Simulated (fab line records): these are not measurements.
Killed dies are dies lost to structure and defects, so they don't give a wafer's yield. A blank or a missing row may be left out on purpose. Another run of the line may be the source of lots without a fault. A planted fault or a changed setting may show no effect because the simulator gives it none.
Which tool is to blame? + flow sky130 + 21 wafers from 7 lots sampled at 2 of the route's 708 steps

WHAT THE GAUGES SHOWED, per wafer
SKY_SONOS_ONO_THK_MEAS_01.
| lot  | measured     | on            | SONOS_ONO_OXIDATION_THK (nm) |
|------|--------------|---------------|------------------------------|
| L345 | day 11 21:47 | film-metro-02 | 2.56 2.62 2.65               |
| L347 | day 12 04:17 | film-metro-02 | 2.55 2.56 2.67               |
| L350 | day 14 10:38 | film-metro-02 | 2.64 2.62 2.59               |
| L352 | day 14 14:56 | film-metro-02 | 2.63 2.68 2.68               |
| L354 | day 15 09:31 | film-metro-03 | 2.78 2.78 2.73               |
| L365 | day 18 16:27 | film-metro-04 | 2.55 2.60 2.59               |
| L367 | day 19 02:20 | film-metro-03 | 2.60 2.67 2.71               |

WHICH TOOL RAN EACH LOT (tool, then ch and the chambers of the sampled wafers, then the start)
| lot  | SKY_SONOS_ONO_OXIDATION_00    |
|------|-------------------------------|
| L345 | furnace-02 ch 0, day 11 20:27 |
| L347 | furnace-02 ch 0, day 12 02:57 |
| L350 | furnace-01 ch 0, day 14 09:17 |
| L352 | furnace-01 ch 0, day 14 13:35 |
| L354 | furnace-01 ch 0, day 15 08:10 |
| L365 | furnace-01 ch 0, day 18 15:05 |
| L367 | furnace-01 ch 0, day 19 00:59 |
- SKY_SONOS_ONO_OXIDATION_00: stabilise 600 s, purge 300 s, target thk 2.6 nm.

THE ANSWER, worked out from the rows above alone
Rule: the usual values come from the lots themselves. The widest of any qualifying gaps counts: lots, ordered by their means at a reading, are off when they make up no more than a third of the lots, leave a main group of 4 or more, and stand apart from it by 3 or more times the standard deviation of that group's means. The tables above print the reading to a certain number of digits; a main group whose means all agree to those digits is not used. Also off: a lot with no number at a reading for which 4 or more lots have one. Where the step has rows for the other lots, those lots are counted as sound.
Off: at SKY_SONOS_ONO_THK_MEAS_01 (SONOS_ONO_OXIDATION_THK), L354. Mean 2.62 nm and standard deviation 0.031 in the main group.
If a tool, at a process step before that reading, ran all the lots that are off and no sound lot after the first of them, it fits. The gauges at SKY_SONOS_ONO_THK_MEAS_01 are tried like those tools. No candidate that was tried fits.

WHAT HAD BEEN PUT IN BY THE SIMULATOR
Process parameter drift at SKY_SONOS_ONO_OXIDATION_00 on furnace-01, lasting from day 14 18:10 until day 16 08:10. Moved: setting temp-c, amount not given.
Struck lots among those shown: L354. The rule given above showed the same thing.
